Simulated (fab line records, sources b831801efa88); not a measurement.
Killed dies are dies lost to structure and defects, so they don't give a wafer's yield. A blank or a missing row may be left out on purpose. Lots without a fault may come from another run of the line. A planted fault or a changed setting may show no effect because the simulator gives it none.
One fault seen from 2 desks | flow sky130 | each desk has only its own numbers; what lay behind them comes last

THE METROLOGY DESK
What the gauges read, lot by lot, whatever tool the lot ran on: means of the sampled wafers that have a number. A lot is out of limits, marked OUT, if its mean lies more than 4 standard deviations from the usual mean; the brackets give that distance.
Columns: A = METAL4_OVL at SKY_METAL4_OVL_MEAS_14, usual -5 nm
lot  | first seen here | A
L737 | day 41 16:13    | 0
L738 | day 41 17:17    | -4
L739 | day 42 05:14    | -12
L740 | day 42 11:44    | 2
L741 | day 42 14:16    | -7
L748 | day 45 02:02    | -4
L749 | day 45 09:29    | -2
L750 | day 45 09:51    | -7
L758 | day 47 06:38    | -3
L759 | day 47 09:53    | -6
L760 | day 47 21:49    | -2
This desk's finding: nothing out of limits on any of the 11 lots.

THE TOOL OWNER'S DESK: lpcvd-02
The tool's own readings at SKY_POLY_GATE_CVD_03 (deposits Si3N4 from DCS/NH3, target thk 75 nm, time 1290 s): means of the sampled wafers that have a number, for each lot that ran on this tool. A lot is out of limits, marked OUT, if its mean lies more than 4 standard deviations from the usual mean; the brackets give that distance.
Columns: A = spike_tc_bottom_C at SKY_POLY_GATE_CVD_03, usual 788.9 C; B = zone_power_bottom_pct at SKY_POLY_GATE_CVD_03, usual 19.73 %; C = zone_power_lower_pct at SKY_POLY_GATE_CVD_03, usual 12.4 %
lot  | first seen here | A     | B     | C
L737 | day 15 00:39    | 790.2 | 19.78 | 12.0
L738 | day 15 06:40    | 790.5 | 19.96 | 11.9
L739 | day 15 19:10    | 789.8 | 19.80 | 12.1
L740 | day 16 03:47    | 789.8 | 19.83 | 12.0
L741 | day 16 06:11    | 787.0 | 19.37 | 13.6
L748 | day 19 09:44    | 789.8 | 20.01 | 12.0
L749 | day 19 17:57    | 790.5 | 19.90 | 11.9
L750 | day 19 23:22    | 789.2 | 19.74 | 11.9
L758 | day 22 17:55    | 789.4 | 19.84 | 11.9
L759 | day 22 22:22    | 789.9 | 19.85 | 12.0
L760 | day 23 09:44    | 787.5 | 19.59 | 13.6
This desk's finding: nothing out of limits on any of the 11 lots.

PUT TOGETHER
The metrology desk saw nothing out of limits.
The tool owner's desk saw nothing out of limits.

WHAT THE SIMULATOR HAD PUT IN
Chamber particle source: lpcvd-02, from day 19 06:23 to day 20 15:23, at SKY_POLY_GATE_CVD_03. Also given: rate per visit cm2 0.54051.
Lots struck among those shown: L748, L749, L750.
